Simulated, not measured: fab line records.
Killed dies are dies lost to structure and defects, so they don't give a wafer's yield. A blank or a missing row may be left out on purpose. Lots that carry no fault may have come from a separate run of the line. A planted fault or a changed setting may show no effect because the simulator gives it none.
Split-lot study :: flow gf180mcu :: route with 602 steps; 5 lots, 23 wafers read

## SPLIT DETAILS
At GF_V1_CMP_26 (polishes, stops on SiO2, t overpolish 15 s, target thk 0 nm), the setting t overpolish s was moved away from the recipe's 15 s on 5 of the 23 wafers read, by +25.3% to +25.5%. The other wafers ran this setting at the recipe's value.

The reading comes from the split's own step.

## THE READING
overpolish run s, in s, at GF_V1_CMP_26 (polishes, stops on SiO2, t overpolish 15 s, target thk 0 nm). Typical for fault-free wafers on this fab line: 15.001 s, with standard deviation 0.0088 s.

wafer: L074.1
tool, chamber at the split: cmp-02, 2
t overpolish s as run, s: 15
against the recipe: recipe
overpolish run s, s: 14.998
against lot-mates on the recipe: -

wafer: L074.3
tool, chamber at the split: cmp-02, 3
t overpolish s as run, s: 18.79
against the recipe: +25.3%
overpolish run s, s: 18.805
against lot-mates on the recipe: +3.805

wafer: L074.2
tool, chamber at the split: cmp-02, 0
t overpolish s as run, s: 18.79
against the recipe: +25.3%
overpolish run s, s: 18.784
against lot-mates on the recipe: +3.784

wafer: L074.5
tool, chamber at the split: cmp-02, 1
t overpolish s as run, s: 15
against the recipe: recipe
overpolish run s, s: 15.000
against lot-mates on the recipe: -

wafer: L074.6
tool, chamber at the split: cmp-02, 2
t overpolish s as run, s: 15
against the recipe: recipe
overpolish run s, s: 15.003
against lot-mates on the recipe: -

wafer: L077.3
tool, chamber at the split: cmp-01, 0
t overpolish s as run, s: 15
against the recipe: recipe
overpolish run s, s: 15.004
against lot-mates on the recipe: -

wafer: L077.4
tool, chamber at the split: cmp-01, 1
t overpolish s as run, s: 15
against the recipe: recipe
overpolish run s, s: 15.010
against lot-mates on the recipe: -

wafer: L077.2
tool, chamber at the split: cmp-01, 2
t overpolish s as run, s: 15
against the recipe: recipe
overpolish run s, s: 14.992
against lot-mates on the recipe: -

wafer: L077.5
tool, chamber at the split: cmp-01, 0
t overpolish s as run, s: 15
against the recipe: recipe
overpolish run s, s: 15.011
against lot-mates on the recipe: -

wafer: L077.6
tool, chamber at the split: cmp-01, 1
t overpolish s as run, s: 15
against the recipe: recipe
overpolish run s, s: 14.989
against lot-mates on the recipe: -

wafer: L079.2
tool, chamber at the split: cmp-02, 3
t overpolish s as run, s: 15
against the recipe: recipe
overpolish run s, s: 15.003
against lot-mates on the recipe: -

wafer: L079.4
tool, chamber at the split: cmp-02, 0
t overpolish s as run, s: 18.82
against the recipe: +25.5%
overpolish run s, s: 18.805
against lot-mates on the recipe: +3.803

wafer: L079.1
tool, chamber at the split: cmp-02, 1
t overpolish s as run, s: 15
against the recipe: recipe
overpolish run s, s: 15.000
against lot-mates on the recipe: -

wafer: L079.3
tool, chamber at the split: cmp-02, 2
t overpolish s as run, s: 18.82
against the recipe: +25.5%
overpolish run s, s: 18.834
against lot-mates on the recipe: +3.832

wafer: L079.5
tool, chamber at the split: cmp-02, 0
t overpolish s as run, s: 18.82
against the recipe: +25.5%
overpolish run s, s: 18.815
against lot-mates on the recipe: +3.814

wafer: L080.3
tool, chamber at the split: cmp-02, 1
t overpolish s as run, s: 15
against the recipe: recipe
overpolish run s, s: 14.996
against lot-mates on the recipe: -

wafer: L080.4
tool, chamber at the split: cmp-02, 2
t overpolish s as run, s: 15
against the recipe: recipe
overpolish run s, s: 14.996
against lot-mates on the recipe: -

wafer: L080.2
tool, chamber at the split: cmp-02, 3
t overpolish s as run, s: 15
against the recipe: recipe
overpolish run s, s: 14.995
against lot-mates on the recipe: -

wafer: L080.1
tool, chamber at the split: cmp-02, 0
t overpolish s as run, s: 15
against the recipe: recipe
overpolish run s, s: 15.010
against lot-mates on the recipe: -

wafer: L080.6
tool, chamber at the split: cmp-02, 1
t overpolish s as run, s: 15
against the recipe: recipe
overpolish run s, s: 14.996
against lot-mates on the recipe: -

wafer: L082.1
tool, chamber at the split: cmp-01, 3
t overpolish s as run, s: 15
against the recipe: recipe
overpolish run s, s: 14.989
against lot-mates on the recipe: -

wafer: L082.3
tool, chamber at the split: cmp-01, 2
t overpolish s as run, s: 15
against the recipe: recipe
overpolish run s, s: 14.998
against lot-mates on the recipe: -

wafer: L082.5
tool, chamber at the split: cmp-01, 3
t overpolish s as run, s: 15
against the recipe: recipe
overpolish run s, s: 14.992
against lot-mates on the recipe: -

FIT RESULTS
A straight line over all 23 wafers: overpolish run s changes by +0.15 s for each +1% of t overpolish s; r = +1.00; the points scatter about the line by 0.0084 s.
The same after taking each lot's own level away (the mean of its wafers on the recipe; 23 wafers): +0.15 s for each +1%; r = +1.00; scatter 0.0081 s.
According to that fit, moving t overpolish s by its largest amount changes the reading by 3.8 s.
Measured against the standard deviation above, the lots' own levels, which go from 14.9930 to 15.0015 s, span 1.0 times it.
The two slopes are in agreement: the lot-to-lot level therefore moves the slope only a little.
Check: with one of the wafers moved furthest among these (+25.5%) left out of the fit, the line predicts +3.82 s for it against its lot-mates. It came out at +3.8 s against them.
Tool readings at the split's step, against how far the setting was moved: overpolish run s r = +1.00.

## THESE WAFERS: OTHER SPLITS
These wafers also went through other splits before the reading. Each is held against what the fit with the lots' levels taken away leaves over:
other split on the same wafers: GF_CONTACT_CVD_00 sih4 flow sccm
wafers away from the commonest value: 12
r with overpolish run s (lot level and that fit taken away): +0.13

other split on the same wafers: GF_CONTACT_CMP_04 leave above ref nm
wafers away from the commonest value: 5
r with overpolish run s (lot level and that fit taken away): -0.17

other split on the same wafers: GF_CONTACT_ETCH_16 ion energy ev
wafers away from the commonest value: 8
r with overpolish run s (lot level and that fit taken away): -0.21

## THE FILE'S OWN FIT
overpolish run s changes by +0.15 s for each +1% of t overpolish s, r = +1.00.
